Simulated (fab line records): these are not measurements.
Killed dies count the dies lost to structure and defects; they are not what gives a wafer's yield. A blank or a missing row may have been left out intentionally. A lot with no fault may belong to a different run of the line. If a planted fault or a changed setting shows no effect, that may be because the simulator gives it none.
fab line records + flow sfq_line
[record]
- lots = 14
- wafers = 42
- last_day = 90
route steps=325 shown L0@10
lots that met no fault: from a run of the same line without faults
start_h: hours from the record's opening day to when the first of the lot's shown wafers began + wait_h: time in hours since the lot's previous step + " the same as in the row above + L1.1+2: one row covering several wafers at once + - value missing, or start not given + * or withheld: withheld + < > ~ a bound
route shown NAME@n: NAME is a module with steps in the file, n the number in the route of the first one + usual: mean and standard deviation over wafers with no fault + same: alike in all rows + chamber/n: place in a boat + sites: per-site readings + _std_site: standard deviation across them + _edge_site: the outer-site mean with the inner-site mean subtracted + radius_mm: for every site, how far away it sits from the centre of the wafer + mask NAME#n: copy n + behind: the tool/chamber that last shaped the wafer + hold: reason for holding the lot/hours on hold/outcome of the hold + device: whichever transistor did not switch (one of n, p or np) + end of line: tests run on the same wafers once the route is complete + a step given without rows: its recipe and nothing more + killed: count of dies lost to structure and defects at first sort (not the wafer's yield) + map: a wafer's dies, x killed, . not, _ none there
set.NAME: the run value of the setting; set.NAME@STEP: its run value at that earlier step + model.NAME: the simulator's own value behind a step, which no gauge read
one table for each step of the route and one row for each wafer, over a sample of lots
[[steps]]
[step SFQ_TRILAYER_L0_LITHO_PEB_008]
[recipe]
- peb_temp_c = 115
- peb_time_s = 60
- resist = KrF
[usual]
- heater_power_total_W = 79.15/0.066
- plate_temp_C = 115.02/0.13
[same]
- peb_time_s = 60
| lot.wafer | tool           | chamber | start_h | wait_h | heater_power_total_W | plate_temp_C |
|-----------|----------------|---------|---------|--------|----------------------|--------------|
| L119.2    | litho_track-03 | 0       | 85.00   | 0.8    | 79.18                | 114.81       |
| L119.3    | "              | 0       | "       | "      | 79.15                | 115.18       |
| L119.4    | "              | 0       | "       | "      | 79.18                | 115.13       |
| L120.3    | litho_track-01 | 0       | 94.62   | 0.7    | 79.19                | 115.05       |
| L120.4    | "              | 0       | "       | "      | 79.09                | 114.98       |
| L120.6    | "              | 0       | "       | "      | 79.21                | 115.13       |
| L121.1    | litho_track-01 | 0       | 98.17   | 1.0    | 79.24                | 115.04       |
| L121.2    | "              | 0       | "       | "      | 79.18                | 115.34       |
| L121.3    | "              | 0       | "       | "      | 79.20                | 114.97       |
| L123.2    | litho_track-03 | 0       | 105.40  | 0.8    | 79.18                | 115.04       |
| L123.4    | "              | 0       | "       | "      | 79.12                | 114.87       |
| L123.6    | "              | 0       | "       | "      | 79.27                | 115.07       |
| L126.1    | litho_track-04 | 0       | 118.70  | 1.0    | 79.17                | 114.84       |
| L126.4    | "              | 0       | "       | "      | 79.15                | 114.87       |
| L126.5    | "              | 0       | "       | "      | 79.22                | 114.84       |
| L127.2    | litho_track-04 | 0       | 124.84  | 0.8    | 79.17                | 114.89       |
| L127.3    | "              | 0       | "       | "      | 79.01                | 115.24       |
| L127.6    | "              | 0       | "       | "      | 79.09                | 115.14       |
| L128.2    | litho_track-04 | 0       | 129.64  | 0.8    | 76.55                | 112.25       |
| L128.4    | "              | 0       | "       | "      | 76.50                | 112.01       |
| L128.6    | "              | 0       | "       | "      | 76.41                | 112.32       |
| L129.1    | litho_track-04 | 0       | 138.02  | 1.0    | 76.41                | 112.02       |
| L129.4    | "              | 0       | "       | "      | 76.55                | 112.14       |
| L129.5    | "              | 0       | "       | "      | 76.50                | 112.26       |
| L131.1    | litho_track-03 | 0       | 153.57  | 1.0    | 79.22                | 114.91       |
| L131.2    | "              | 0       | "       | "      | 79.18                | 114.88       |
| L131.5    | "              | 0       | "       | "      | 79.21                | 114.90       |
| L138.1    | litho_track-01 | 0       | 203.55  | 1.0    | 79.15                | 115.20       |
| L138.4    | "              | 0       | "       | "      | 79.21                | 115.21       |
| L138.5    | "              | 0       | "       | "      | 79.22                | 115.08       |
| L139.1    | litho_track-03 | 0       | 209.55  | 1.0    | 79.22                | 114.95       |
| L139.4    | "              | 0       | "       | "      | 79.14                | 114.92       |
| L139.6    | "              | 0       | "       | "      | 79.16                | 114.96       |
| L140.1    | litho_track-03 | 0       | 215.55  | 1.0    | 79.29                | 115.05       |
| L140.2    | "              | 0       | "       | "      | 79.03                | 114.96       |
| L140.6    | "              | 0       | "       | "      | 79.21                | 115.00       |
| L141.2    | litho_track-01 | 0       | 219.17  | 0.8    | 79.17                | 114.94       |
| L141.4    | "              | 0       | "       | "      | 79.23                | 115.11       |
| L141.5    | "              | 0       | "       | "      | 79.20                | 114.78       |
| L142.2    | litho_track-04 | 0       | 223.97  | 0.8    | 79.15                | 114.88       |
| L142.4    | "              | 0       | "       | "      | 79.10                | 114.96       |
| L142.5    | "              | 0       | "       | "      | 79.30                | 115.07       |
[[key]]
[first_sign]
- step = SFQ_TRILAYER_L0_LITHO_PEB_008
- reading = heater_power_total_W
- direction = down
- sigmas = 41
- usual = 79.15
- struck = 76.49
[effect]
- step = SFQ_TRILAYER_L0_LITHO_PEB_008
- reading = plate_temp_C
- direction = down
- sigmas = 22
- usual = *
- struck = *
met_at SFQ_TRILAYER_L0_LITHO_PEB_008
struck_lots L128,L129
onset_between 124.84 129.64
[fault]
- kind = process_parameter_drift
- tool = litho_track-04
- chamber = -
- onset_h = 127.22
- steps = SFQ_TRILAYER_L0_LITHO_PEB_008
- channel = peb_temp_c
- offset = *
- shape = step
- end_h = 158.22
- acts_in = *
- stated = *
